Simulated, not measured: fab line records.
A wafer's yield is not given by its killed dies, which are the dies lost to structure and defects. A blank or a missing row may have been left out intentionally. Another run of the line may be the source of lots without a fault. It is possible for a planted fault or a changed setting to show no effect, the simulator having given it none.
fab line records || flow gf180mcu || part 2 of 2: steps 26 to 34 of 34
record: {"lots": 5, "wafers": 15, "last_day": 34}
route steps=602 shown M4@474 V4@476 MIM@503
lots with no fault: from the same line, run without faults
start_h: hours from the record's first day to the start of the lot's first wafer shown || wait_h: hours elapsed since this lot's preceding step || " identical to the entry in the row above || L1.1+2: a row that stands for several wafers || - no value, or no start was given || * or withheld: withheld || < > ~ a bound
route shown NAME@n: names a module that has steps shown in the file, with the first one's number in the route || usual: the fault-free wafers' mean and standard deviation || same: alike in all rows || chamber/n: place in a boat || sites: the reading at each site || _std_site: the standard deviation of these || _edge_site: the outer-site mean with the inner-site mean subtracted || radius_mm: for every site, how far away it sits from the centre of the wafer || mask NAME#n: copy n || behind: the last tool/chamber to shape the wafer || hold: what put the lot on hold/how long, in hours/how the hold closed || device: the n, p or np transistor that did not switch || end of line: at the end of the route, the tests of the same wafers || where a step has no rows: the recipe by itself || killed: not the wafer's yield, but the dies lost to structure and defects at the first sort || map: per-die view of a wafer (x killed, . not killed, _ where there is no die)
set.NAME: setting as actually run; set.NAME@STEP: the setting as run at that earlier step || model.NAME: the simulator's own value behind a step, which no gauge read
a table for each step, a row for each wafer; lots at some steps of the route
services: a tool's chamber out of use, with start hour (start_h, from the record's first day; less than 0 if before it), hours out, and reason
== steps ==
step: GF_V4_CVD_23
recipe: {"material": "W", "target_thk_nm": 350, "time_s": 104.9, "temp_c": 400, "pressure_torr": 40}
usual: {"heater_power_w": "834/110"}
{"lot.wafer": "L075.2", "tool": "cvd_w-01", "chamber": 0, "start_h": 574.96, "wait_h": 0.0, "heater_power_w": 790}
{"lot.wafer": "L075.3", "tool": "cvd_w-01", "chamber": 0, "start_h": 574.96, "wait_h": 0.0, "heater_power_w": 775}
{"lot.wafer": "L075.6", "tool": "cvd_w-01", "chamber": 0, "start_h": 574.96, "wait_h": 0.0, "heater_power_w": 785}
{"lot.wafer": "L080.1", "tool": "cvd_w-02", "chamber": 1, "start_h": 614.02, "wait_h": 0.0, "heater_power_w": 758}
{"lot.wafer": "L080.2", "tool": "cvd_w-02", "chamber": 0, "start_h": 614.02, "wait_h": 0.0, "heater_power_w": 1033}
{"lot.wafer": "L080.5", "tool": "cvd_w-02", "chamber": 1, "start_h": 614.02, "wait_h": 0.0, "heater_power_w": 752}
{"lot.wafer": "L081.2", "tool": "cvd_w-02", "chamber": 1, "start_h": 626.52, "wait_h": 0.0, "heater_power_w": 757}
{"lot.wafer": "L081.3", "tool": "cvd_w-02", "chamber": 0, "start_h": 626.52, "wait_h": 0.0, "heater_power_w": 1008}
{"lot.wafer": "L081.6", "tool": "cvd_w-02", "chamber": 0, "start_h": 626.52, "wait_h": 0.0, "heater_power_w": 1015}
{"lot.wafer": "L089.2", "tool": "cvd_w-01", "chamber": 0, "start_h": 680.80, "wait_h": 0.0, "heater_power_w": 779}
{"lot.wafer": "L089.3", "tool": "cvd_w-01", "chamber": 0, "start_h": 680.80, "wait_h": 0.0, "heater_power_w": 799}
{"lot.wafer": "L089.4", "tool": "cvd_w-01", "chamber": 1, "start_h": 680.80, "wait_h": 0.0, "heater_power_w": 772}
{"lot.wafer": "L094.3", "tool": "cvd_w-02", "chamber": 0, "start_h": 717.24, "wait_h": 0.1, "heater_power_w": 1021}
{"lot.wafer": "L094.4", "tool": "cvd_w-02", "chamber": 1, "start_h": 717.24, "wait_h": 0.1, "heater_power_w": 756}
{"lot.wafer": "L094.6", "tool": "cvd_w-02", "chamber": 0, "start_h": 717.24, "wait_h": 0.1, "heater_power_w": 1027}
step: GF_V4_RS_MEAS_24
recipe: {"thk_meas_gauge": "four-point-probe", "reads": "W_of_V4_CVD_23+TiN_of_V4_SPUTTER_22+Ti_of_V4_SPUTTER_21"}
usual: {"V4_W_RS": "0.327/0.0031"}
{"lot.wafer": "L075.2", "tool": "film_metro-01", "chamber": "-", "start_h": 575.09, "wait_h": 0.1, "V4_W_RS[ohm/sq]": 0.324}
{"lot.wafer": "L075.3", "tool": "film_metro-01", "chamber": "-", "start_h": 575.09, "wait_h": 0.1, "V4_W_RS[ohm/sq]": 0.329}
{"lot.wafer": "L075.6", "tool": "film_metro-01", "chamber": "-", "start_h": 575.09, "wait_h": 0.1, "V4_W_RS[ohm/sq]": 0.327}
{"lot.wafer": "L080.1", "tool": "film_metro-02", "chamber": "-", "start_h": 614.13, "wait_h": 0.1, "V4_W_RS[ohm/sq]": 0.336}
{"lot.wafer": "L080.2", "tool": "film_metro-02", "chamber": "-", "start_h": 614.13, "wait_h": 0.1, "V4_W_RS[ohm/sq]": 0.331}
{"lot.wafer": "L080.5", "tool": "film_metro-02", "chamber": "-", "start_h": 614.13, "wait_h": 0.1, "V4_W_RS[ohm/sq]": 0.333}
{"lot.wafer": "L081.2", "tool": "film_metro-02", "chamber": "-", "start_h": 626.65, "wait_h": 0.1, "V4_W_RS[ohm/sq]": 0.330}
{"lot.wafer": "L081.3", "tool": "film_metro-02", "chamber": "-", "start_h": 626.65, "wait_h": 0.1, "V4_W_RS[ohm/sq]": 0.329}
{"lot.wafer": "L081.6", "tool": "film_metro-02", "chamber": "-", "start_h": 626.65, "wait_h": 0.1, "V4_W_RS[ohm/sq]": 0.327}
{"lot.wafer": "L089.2", "tool": "film_metro-04", "chamber": "-", "start_h": 680.94, "wait_h": 0.1, "V4_W_RS[ohm/sq]": 0.329}
{"lot.wafer": "L089.3", "tool": "film_metro-04", "chamber": "-", "start_h": 680.94, "wait_h": 0.1, "V4_W_RS[ohm/sq]": 0.325}
{"lot.wafer": "L089.4", "tool": "film_metro-04", "chamber": "-", "start_h": 680.94, "wait_h": 0.1, "V4_W_RS[ohm/sq]": 0.327}
{"lot.wafer": "L094.3", "tool": "film_metro-04", "chamber": "-", "start_h": 717.35, "wait_h": 0.1, "V4_W_RS[ohm/sq]": 0.327}
{"lot.wafer": "L094.4", "tool": "film_metro-04", "chamber": "-", "start_h": 717.35, "wait_h": 0.1, "V4_W_RS[ohm/sq]": 0.322}
{"lot.wafer": "L094.6", "tool": "film_metro-04", "chamber": "-", "start_h": 717.35, "wait_h": 0.1, "V4_W_RS[ohm/sq]": 0.325}
step: GF_V4_THK_MEAS_25
recipe: {"thk_meas_gauge": "xrf", "reads": "W_of_V4_CVD_23"}
usual: {"V4_W_THK": "346/4"}
{"lot.wafer": "L075.2", "tool": "film_metro-01", "chamber": "-", "start_h": 575.20, "wait_h": 0.1, "V4_W_THK[nm]": 343}
{"lot.wafer": "L075.3", "tool": "film_metro-01", "chamber": "-", "start_h": 575.20, "wait_h": 0.1, "V4_W_THK[nm]": 341}
{"lot.wafer": "L075.6", "tool": "film_metro-01", "chamber": "-", "start_h": 575.20, "wait_h": 0.1, "V4_W_THK[nm]": 339}
{"lot.wafer": "L080.1", "tool": "film_metro-02", "chamber": "-", "start_h": 614.25, "wait_h": 0.1, "V4_W_THK[nm]": 336}
{"lot.wafer": "L080.2", "tool": "film_metro-02", "chamber": "-", "start_h": 614.25, "wait_h": 0.1, "V4_W_THK[nm]": 341}
{"lot.wafer": "L080.5", "tool": "film_metro-02", "chamber": "-", "start_h": 614.25, "wait_h": 0.1, "V4_W_THK[nm]": 340}
{"lot.wafer": "L081.2", "tool": "film_metro-02", "chamber": "-", "start_h": 626.76, "wait_h": 0.1, "V4_W_THK[nm]": 342}
{"lot.wafer": "L081.3", "tool": "film_metro-02", "chamber": "-", "start_h": 626.76, "wait_h": 0.1, "V4_W_THK[nm]": 344}
{"lot.wafer": "L081.6", "tool": "film_metro-02", "chamber": "-", "start_h": 626.76, "wait_h": 0.1, "V4_W_THK[nm]": 348}
{"lot.wafer": "L089.2", "tool": "film_metro-04", "chamber": "-", "start_h": 681.05, "wait_h": 0.1, "V4_W_THK[nm]": 342}
{"lot.wafer": "L089.3", "tool": "film_metro-04", "chamber": "-", "start_h": 681.05, "wait_h": 0.1, "V4_W_THK[nm]": 345}
{"lot.wafer": "L089.4", "tool": "film_metro-04", "chamber": "-", "start_h": 681.05, "wait_h": 0.1, "V4_W_THK[nm]": 345}
{"lot.wafer": "L094.3", "tool": "film_metro-04", "chamber": "-", "start_h": 717.45, "wait_h": 0.1, "V4_W_THK[nm]": 350}
{"lot.wafer": "L094.4", "tool": "film_metro-04", "chamber": "-", "start_h": 717.45, "wait_h": 0.1, "V4_W_THK[nm]": 352}
{"lot.wafer": "L094.6", "tool": "film_metro-04", "chamber": "-", "start_h": 717.45, "wait_h": 0.1, "V4_W_THK[nm]": 350}
step: GF_V4_CMP_26
recipe: {"stop_on": "SiO2", "down_force_psi": 3.5, "platen_rpm": 60, "t_overpolish_s": 15, "target_thk_nm": 0, "pad_velocity_m_s": 0.94248}
usual: {"motor_current_A": "11.1/0.84", "overpolish_run_s": "15.000/0.0099", "time_to_endpoint_s": "84/3.4"}
same: {"t_overpolish_s": 15}
{"lot.wafer": "L075.3", "tool": "cmp-01", "chamber": 2, "start_h": 575.25, "wait_h": 0.0, "motor_current_A": 10.9, "overpolish_run_s": 14.989, "time_to_endpoint_s": 76}
{"lot.wafer": "L075.2", "tool": "cmp-01", "chamber": 3, "start_h": 575.25, "wait_h": 0.0, "motor_current_A": 11.7, "overpolish_run_s": 14.979, "time_to_endpoint_s": 81}
{"lot.wafer": "L075.6", "tool": "cmp-01", "chamber": 3, "start_h": 575.25, "wait_h": 0.0, "motor_current_A": 12.3, "overpolish_run_s": 14.990, "time_to_endpoint_s": 82}
{"lot.wafer": "L080.1", "tool": "cmp-02", "chamber": 1, "start_h": 614.31, "wait_h": 0.1, "motor_current_A": 11.5, "overpolish_run_s": 14.996, "time_to_endpoint_s": 84}
{"lot.wafer": "L080.2", "tool": "cmp-02", "chamber": 3, "start_h": 614.31, "wait_h": 0.1, "motor_current_A": 10.2, "overpolish_run_s": 15.019, "time_to_endpoint_s": 88}
{"lot.wafer": "L080.5", "tool": "cmp-02", "chamber": 2, "start_h": 614.31, "wait_h": 0.1, "motor_current_A": 11.9, "overpolish_run_s": 15.018, "time_to_endpoint_s": 85}
{"lot.wafer": "L081.2", "tool": "cmp-01", "chamber": 2, "start_h": 626.86, "wait_h": 0.1, "motor_current_A": 11.1, "overpolish_run_s": 14.997, "time_to_endpoint_s": 78}
{"lot.wafer": "L081.3", "tool": "cmp-01", "chamber": 0, "start_h": 626.86, "wait_h": 0.1, "motor_current_A": 11.4, "overpolish_run_s": 14.993, "time_to_endpoint_s": 83}
{"lot.wafer": "L081.6", "tool": "cmp-01", "chamber": 2, "start_h": 626.86, "wait_h": 0.1, "motor_current_A": 10.8, "overpolish_run_s": 14.999, "time_to_endpoint_s": 79}
{"lot.wafer": "L089.2", "tool": "cmp-02", "chamber": 2, "start_h": 681.10, "wait_h": 0.0, "motor_current_A": 12.2, "overpolish_run_s": 14.994, "time_to_endpoint_s": 84}
{"lot.wafer": "L089.4", "tool": "cmp-02", "chamber": 3, "start_h": 681.10, "wait_h": 0.0, "motor_current_A": 9.8, "overpolish_run_s": 15.002, "time_to_endpoint_s": 87}
{"lot.wafer": "L089.3", "tool": "cmp-02", "chamber": 0, "start_h": 681.10, "wait_h": 0.0, "motor_current_A": 9.6, "overpolish_run_s": 15.007, "time_to_endpoint_s": 85}
{"lot.wafer": "L094.4", "tool": "cmp-01", "chamber": 2, "start_h": 717.54, "wait_h": 0.1, "motor_current_A": 10.6, "overpolish_run_s": 15.008, "time_to_endpoint_s": 81}
{"lot.wafer": "L094.3", "tool": "cmp-01", "chamber": 3, "start_h": 717.54, "wait_h": 0.1, "motor_current_A": 11.8, "overpolish_run_s": 14.994, "time_to_endpoint_s": 87}
{"lot.wafer": "L094.6", "tool": "cmp-01", "chamber": 1, "start_h": 717.54, "wait_h": 0.1, "motor_current_A": 10.7, "overpolish_run_s": 15.017, "time_to_endpoint_s": 82}
step: GF_MIM_SPUTTER_00
recipe: {"material": "Ti", "target_thk_nm": 37.5, "arriving_ion_energy_ev": 80, "substrate_temp_c": 200, "chamber_pressure_pa": 2, "power_w": 4000, "time_s": 150}
usual: {"substrate_temp_c": "199.99/0.17", "throttle_valve_pct": "29.8/0.9"}
{"lot.wafer": "L075.2", "tool": "pvd_sputter-01", "chamber": "-", "start_h": 575.55, "wait_h": 0.2, "substrate_temp_c": 199.90, "throttle_valve_pct": 30.9}
{"lot.wafer": "L075.3", "tool": "pvd_sputter-01", "chamber": "-", "start_h": 575.55, "wait_h": 0.2, "substrate_temp_c": 200.04, "throttle_valve_pct": 30.9}
{"lot.wafer": "L075.6", "tool": "pvd_sputter-01", "chamber": "-", "start_h": 575.55, "wait_h": 0.2, "substrate_temp_c": 199.73, "throttle_valve_pct": 30.9}
{"lot.wafer": "L080.1", "tool": "pvd_sputter-03", "chamber": "-", "start_h": 614.61, "wait_h": 0.2, "substrate_temp_c": 199.88, "throttle_valve_pct": 29.3}
{"lot.wafer": "L080.2", "tool": "pvd_sputter-03", "chamber": "-", "start_h": 614.61, "wait_h": 0.2, "substrate_temp_c": 199.98, "throttle_valve_pct": 29.7}
{"lot.wafer": "L080.5", "tool": "pvd_sputter-03", "chamber": "-", "start_h": 614.61, "wait_h": 0.2, "substrate_temp_c": 199.98, "throttle_valve_pct": 29.6}
{"lot.wafer": "L081.2", "tool": "pvd_sputter-03", "chamber": "-", "start_h": 627.11, "wait_h": 0.2, "substrate_temp_c": 200.00, "throttle_valve_pct": 29.0}
{"lot.wafer": "L081.3", "tool": "pvd_sputter-03", "chamber": "-", "start_h": 627.11, "wait_h": 0.2, "substrate_temp_c": 199.87, "throttle_valve_pct": 30.4}
{"lot.wafer": "L081.6", "tool": "pvd_sputter-03", "chamber": "-", "start_h": 627.11, "wait_h": 0.2, "substrate_temp_c": 200.02, "throttle_valve_pct": 29.0}
{"lot.wafer": "L089.2", "tool": "pvd_sputter-01", "chamber": "-", "start_h": 681.40, "wait_h": 0.2, "substrate_temp_c": 199.72, "throttle_valve_pct": 30.0}
{"lot.wafer": "L089.3", "tool": "pvd_sputter-01", "chamber": "-", "start_h": 681.40, "wait_h": 0.2, "substrate_temp_c": 200.28, "throttle_valve_pct": 30.6}
{"lot.wafer": "L089.4", "tool": "pvd_sputter-01", "chamber": "-", "start_h": 681.40, "wait_h": 0.2, "substrate_temp_c": 200.11, "throttle_valve_pct": 29.8}
{"lot.wafer": "L094.3", "tool": "pvd_sputter-03", "chamber": "-", "start_h": 717.79, "wait_h": 0.1, "substrate_temp_c": 200.02, "throttle_valve_pct": 29.0}
{"lot.wafer": "L094.4", "tool": "pvd_sputter-03", "chamber": "-", "start_h": 717.79, "wait_h": 0.1, "substrate_temp_c": 199.79, "throttle_valve_pct": 29.2}
{"lot.wafer": "L094.6", "tool": "pvd_sputter-03", "chamber": "-", "start_h": 717.79, "wait_h": 0.1, "substrate_temp_c": 200.02, "throttle_valve_pct": 30.2}
step: GF_MIM_SPUTTER_01
recipe: {"material": "TiN", "target_thk_nm": 30, "power_w": 6500, "time_s": 25, "chamber_pressure_pa": 0.4}
usual: {"throttle_valve_pct": "29.8/0.91"}
{"lot.wafer": "L075.2", "tool": "pvd_sputter-01", "chamber": "-", "start_h": 575.65, "wait_h": 0.1, "throttle_valve_pct": 30.6}
{"lot.wafer": "L075.3", "tool": "pvd_sputter-01", "chamber": "-", "start_h": 575.65, "wait_h": 0.1, "throttle_valve_pct": 31.2}
{"lot.wafer": "L075.6", "tool": "pvd_sputter-01", "chamber": "-", "start_h": 575.65, "wait_h": 0.1, "throttle_valve_pct": 30.9}
{"lot.wafer": "L080.1", "tool": "pvd_sputter-03", "chamber": "-", "start_h": 614.71, "wait_h": 0.1, "throttle_valve_pct": 29.3}
{"lot.wafer": "L080.2", "tool": "pvd_sputter-03", "chamber": "-", "start_h": 614.71, "wait_h": 0.1, "throttle_valve_pct": 30.2}
{"lot.wafer": "L080.5", "tool": "pvd_sputter-03", "chamber": "-", "start_h": 614.71, "wait_h": 0.1, "throttle_valve_pct": 29.4}
{"lot.wafer": "L081.2", "tool": "pvd_sputter-03", "chamber": "-", "start_h": 627.21, "wait_h": 0.1, "throttle_valve_pct": 29.4}
{"lot.wafer": "L081.3", "tool": "pvd_sputter-03", "chamber": "-", "start_h": 627.21, "wait_h": 0.1, "throttle_valve_pct": 30.3}
{"lot.wafer": "L081.6", "tool": "pvd_sputter-03", "chamber": "-", "start_h": 627.21, "wait_h": 0.1, "throttle_valve_pct": 29.1}
{"lot.wafer": "L089.2", "tool": "pvd_sputter-01", "chamber": "-", "start_h": 681.50, "wait_h": 0.1, "throttle_valve_pct": 30.0}
{"lot.wafer": "L089.3", "tool": "pvd_sputter-01", "chamber": "-", "start_h": 681.50, "wait_h": 0.1, "throttle_valve_pct": 30.7}
{"lot.wafer": "L089.4", "tool": "pvd_sputter-01", "chamber": "-", "start_h": 681.50, "wait_h": 0.1, "throttle_valve_pct": 30.1}
{"lot.wafer": "L094.3", "tool": "pvd_sputter-03", "chamber": "-", "start_h": 717.89, "wait_h": 0.1, "throttle_valve_pct": 29.1}
{"lot.wafer": "L094.4", "tool": "pvd_sputter-03", "chamber": "-", "start_h": 717.89, "wait_h": 0.1, "throttle_valve_pct": 29.4}
{"lot.wafer": "L094.6", "tool": "pvd_sputter-03", "chamber": "-", "start_h": 717.89, "wait_h": 0.1, "throttle_valve_pct": 30.2}
step: GF_MIM_SPUTTER_02
recipe: {"material": "AlCu", "target_thk_nm": 450, "power_w": 10600, "time_s": 23.9, "chamber_pressure_pa": 0.4}
usual: {"throttle_valve_pct": "29.8/0.94"}
{"lot.wafer": "L075.2", "tool": "pvd_sputter-01", "chamber": "-", "start_h": 575.68, "wait_h": 0.0, "throttle_valve_pct": 30.6}
{"lot.wafer": "L075.3", "tool": "pvd_sputter-01", "chamber": "-", "start_h": 575.68, "wait_h": 0.0, "throttle_valve_pct": 31.1}
{"lot.wafer": "L075.6", "tool": "pvd_sputter-01", "chamber": "-", "start_h": 575.68, "wait_h": 0.0, "throttle_valve_pct": 30.9}
{"lot.wafer": "L080.1", "tool": "pvd_sputter-03", "chamber": "-", "start_h": 614.74, "wait_h": 0.0, "throttle_valve_pct": 29.5}
{"lot.wafer": "L080.2", "tool": "pvd_sputter-03", "chamber": "-", "start_h": 614.74, "wait_h": 0.0, "throttle_valve_pct": 30.2}
{"lot.wafer": "L080.5", "tool": "pvd_sputter-03", "chamber": "-", "start_h": 614.74, "wait_h": 0.0, "throttle_valve_pct": 29.3}
{"lot.wafer": "L081.2", "tool": "pvd_sputter-03", "chamber": "-", "start_h": 627.24, "wait_h": 0.0, "throttle_valve_pct": 29.1}
{"lot.wafer": "L081.3", "tool": "pvd_sputter-03", "chamber": "-", "start_h": 627.24, "wait_h": 0.0, "throttle_valve_pct": 30.4}
{"lot.wafer": "L081.6", "tool": "pvd_sputter-03", "chamber": "-", "start_h": 627.24, "wait_h": 0.0, "throttle_valve_pct": 29.3}
{"lot.wafer": "L089.2", "tool": "pvd_sputter-01", "chamber": "-", "start_h": 681.53, "wait_h": 0.0, "throttle_valve_pct": 29.7}
{"lot.wafer": "L089.3", "tool": "pvd_sputter-01", "chamber": "-", "start_h": 681.53, "wait_h": 0.0, "throttle_valve_pct": 30.7}
{"lot.wafer": "L089.4", "tool": "pvd_sputter-01", "chamber": "-", "start_h": 681.53, "wait_h": 0.0, "throttle_valve_pct": 30.1}
{"lot.wafer": "L094.3", "tool": "pvd_sputter-03", "chamber": "-", "start_h": 717.92, "wait_h": 0.0, "throttle_valve_pct": 28.7}
{"lot.wafer": "L094.4", "tool": "pvd_sputter-03", "chamber": "-", "start_h": 717.92, "wait_h": 0.0, "throttle_valve_pct": 29.4}
{"lot.wafer": "L094.6", "tool": "pvd_sputter-03", "chamber": "-", "start_h": 717.92, "wait_h": 0.0, "throttle_valve_pct": 30.1}
step: GF_MIM_SPUTTER_03
recipe: {"material": "Ti", "target_thk_nm": 10, "substrate_temp_c": 300, "chamber_pressure_pa": 0.3, "power_w": 3000, "time_s": 6.7}
usual: {"substrate_temp_c": "299.99/0.21", "throttle_valve_pct": "29.8/0.92"}
{"lot.wafer": "L075.2", "tool": "pvd_sputter-01", "chamber": "-", "start_h": 575.71, "wait_h": 0.0, "substrate_temp_c": 299.79, "throttle_valve_pct": 30.9}
{"lot.wafer": "L075.3", "tool": "pvd_sputter-01", "chamber": "-", "start_h": 575.71, "wait_h": 0.0, "substrate_temp_c": 299.77, "throttle_valve_pct": 31.1}
{"lot.wafer": "L075.6", "tool": "pvd_sputter-01", "chamber": "-", "start_h": 575.71, "wait_h": 0.0, "substrate_temp_c": 299.94, "throttle_valve_pct": 30.7}
{"lot.wafer": "L080.1", "tool": "pvd_sputter-03", "chamber": "-", "start_h": 614.77, "wait_h": 0.0, "substrate_temp_c": 300.28, "throttle_valve_pct": 29.2}
{"lot.wafer": "L080.2", "tool": "pvd_sputter-03", "chamber": "-", "start_h": 614.77, "wait_h": 0.0, "substrate_temp_c": 300.05, "throttle_valve_pct": 29.9}
{"lot.wafer": "L080.5", "tool": "pvd_sputter-03", "chamber": "-", "start_h": 614.77, "wait_h": 0.0, "substrate_temp_c": 300.23, "throttle_valve_pct": 29.4}
{"lot.wafer": "L081.2", "tool": "pvd_sputter-03", "chamber": "-", "start_h": 627.27, "wait_h": 0.0, "substrate_temp_c": 299.89, "throttle_valve_pct": 29.2}
{"lot.wafer": "L081.3", "tool": "pvd_sputter-03", "chamber": "-", "start_h": 627.27, "wait_h": 0.0, "substrate_temp_c": 299.50, "throttle_valve_pct": 30.3}
{"lot.wafer": "L081.6", "tool": "pvd_sputter-03", "chamber": "-", "start_h": 627.27, "wait_h": 0.0, "substrate_temp_c": 299.99, "throttle_valve_pct": 29.4}
{"lot.wafer": "L089.2", "tool": "pvd_sputter-01", "chamber": "-", "start_h": 681.56, "wait_h": 0.0, "substrate_temp_c": 300.01, "throttle_valve_pct": 29.9}
{"lot.wafer": "L089.3", "tool": "pvd_sputter-01", "chamber": "-", "start_h": 681.56, "wait_h": 0.0, "substrate_temp_c": 300.12, "throttle_valve_pct": 30.8}
{"lot.wafer": "L089.4", "tool": "pvd_sputter-01", "chamber": "-", "start_h": 681.56, "wait_h": 0.0, "substrate_temp_c": 300.23, "throttle_valve_pct": 30.0}
{"lot.wafer": "L094.3", "tool": "pvd_sputter-03", "chamber": "-", "start_h": 717.95, "wait_h": 0.0, "substrate_temp_c": 300.37, "throttle_valve_pct": 28.7}
{"lot.wafer": "L094.4", "tool": "pvd_sputter-03", "chamber": "-", "start_h": 717.95, "wait_h": 0.0, "substrate_temp_c": 299.92, "throttle_valve_pct": 29.0}
{"lot.wafer": "L094.6", "tool": "pvd_sputter-03", "chamber": "-", "start_h": 717.95, "wait_h": 0.0, "substrate_temp_c": 299.90, "throttle_valve_pct": 29.9}
step: GF_MIM_SPUTTER_04
recipe: {"material": "TiN", "target_thk_nm": 50, "power_w": 6500, "time_s": 41.7, "chamber_pressure_pa": 0.4}
usual: {"throttle_valve_pct": "29.8/0.9"}
{"lot.wafer": "L075.2", "tool": "pvd_sputter-01", "chamber": "-", "start_h": 575.73, "wait_h": 0.0, "throttle_valve_pct": 30.9}
{"lot.wafer": "L075.3", "tool": "pvd_sputter-01", "chamber": "-", "start_h": 575.73, "wait_h": 0.0, "throttle_valve_pct": 31.0}
{"lot.wafer": "L075.6", "tool": "pvd_sputter-01", "chamber": "-", "start_h": 575.73, "wait_h": 0.0, "throttle_valve_pct": 30.7}
{"lot.wafer": "L080.1", "tool": "pvd_sputter-03", "chamber": "-", "start_h": 614.79, "wait_h": 0.0, "throttle_valve_pct": 29.2}
{"lot.wafer": "L080.2", "tool": "pvd_sputter-03", "chamber": "-", "start_h": 614.79, "wait_h": 0.0, "throttle_valve_pct": 29.9}
{"lot.wafer": "L080.5", "tool": "pvd_sputter-03", "chamber": "-", "start_h": 614.79, "wait_h": 0.0, "throttle_valve_pct": 29.4}
{"lot.wafer": "L081.2", "tool": "pvd_sputter-03", "chamber": "-", "start_h": 627.29, "wait_h": 0.0, "throttle_valve_pct": 29.4}
{"lot.wafer": "L081.3", "tool": "pvd_sputter-03", "chamber": "-", "start_h": 627.29, "wait_h": 0.0, "throttle_valve_pct": 30.3}
{"lot.wafer": "L081.6", "tool": "pvd_sputter-03", "chamber": "-", "start_h": 627.29, "wait_h": 0.0, "throttle_valve_pct": 29.2}
{"lot.wafer": "L089.2", "tool": "pvd_sputter-01", "chamber": "-", "start_h": 681.58, "wait_h": 0.0, "throttle_valve_pct": 29.9}
{"lot.wafer": "L089.3", "tool": "pvd_sputter-01", "chamber": "-", "start_h": 681.58, "wait_h": 0.0, "throttle_valve_pct": 30.7}
{"lot.wafer": "L089.4", "tool": "pvd_sputter-01", "chamber": "-", "start_h": 681.58, "wait_h": 0.0, "throttle_valve_pct": 29.9}
{"lot.wafer": "L094.3", "tool": "pvd_sputter-03", "chamber": "-", "start_h": 717.97, "wait_h": 0.0, "throttle_valve_pct": 29.0}
{"lot.wafer": "L094.4", "tool": "pvd_sputter-03", "chamber": "-", "start_h": 717.97, "wait_h": 0.0, "throttle_valve_pct": 29.5}
{"lot.wafer": "L094.6", "tool": "pvd_sputter-03", "chamber": "-", "start_h": 717.97, "wait_h": 0.0, "throttle_valve_pct": 30.2}
== services ==
{"tool": "pvd_sputter-03", "chamber": "-", "start_h": 527.55, "hours": 2.9, "kind": "repair"}
{"tool": "krf_scanner-01", "chamber": "-", "start_h": 528.71, "hours": 3.6, "kind": "pm"}
{"tool": "krf_scanner-01", "chamber": "-", "start_h": 533.97, "hours": 0.7, "kind": "repair"}
{"tool": "hdpcvd-01", "chamber": "-", "start_h": 539.25, "hours": 15.0, "kind": "pm"}
{"tool": "cmp-01", "chamber": "-", "start_h": 543.60, "hours": 1.2, "kind": "repair"}
{"tool": "krf_scanner-01", "chamber": "-", "start_h": 544.96, "hours": 0.8, "kind": "pm"}
{"tool": "wet_bench-03", "chamber": "-", "start_h": 545.19, "hours": 1.5, "kind": "repair"}
{"tool": "krf_scanner-01", "chamber": "-", "start_h": 546.08, "hours": 1.0, "kind": "pm"}
{"tool": "pvd_sputter-01", "chamber": "-", "start_h": 554.01, "hours": 1.5, "kind": "repair"}
{"tool": "rie_diel-03", "chamber": "-", "start_h": 564.50, "hours": 3.3, "kind": "repair"}
{"tool": "cmp-02", "chamber": "-", "start_h": 572.00, "hours": 4.0, "kind": "pm"}
{"tool": "cmp-02", "chamber": "-", "start_h": 577.12, "hours": 1.3, "kind": "repair"}
{"tool": "cvd_w-02", "chamber": 0, "start_h": 579.35, "hours": 17.5, "kind": "repair"}
{"tool": "cvd_w-02", "chamber": "-", "start_h": 583.60, "hours": 0.6, "kind": "repair"}
{"tool": "hdpcvd-01", "chamber": "-", "start_h": 598.21, "hours": 2.8, "kind": "pm"}
{"tool": "cvd_w-02", "chamber": 0, "start_h": 603.38, "hours": 3.5, "kind": "repair"}
{"tool": "rie_diel-03", "chamber": 3, "start_h": 607.09, "hours": 10.4, "kind": "repair"}
{"tool": "hdpcvd-01", "chamber": "-", "start_h": 617.75, "hours": 14.6, "kind": "pm"}
{"tool": "plasma_asher-03", "chamber": "-", "start_h": 620.67, "hours": 1.0, "kind": "repair"}
{"tool": "krf_scanner-01", "chamber": "-", "start_h": 632.92, "hours": 1.3, "kind": "pm"}
{"tool": "plasma_asher-03", "chamber": "-", "start_h": 651.20, "hours": 2.9, "kind": "repair"}
{"tool": "cmp-01", "chamber": "-", "start_h": 676.04, "hours": 10.4, "kind": "repair"}
{"tool": "cmp-02", "chamber": "-", "start_h": 686.51, "hours": 3.7, "kind": "pm"}
{"tool": "rie_diel-03", "chamber": 3, "start_h": 686.88, "hours": 11.3, "kind": "repair"}
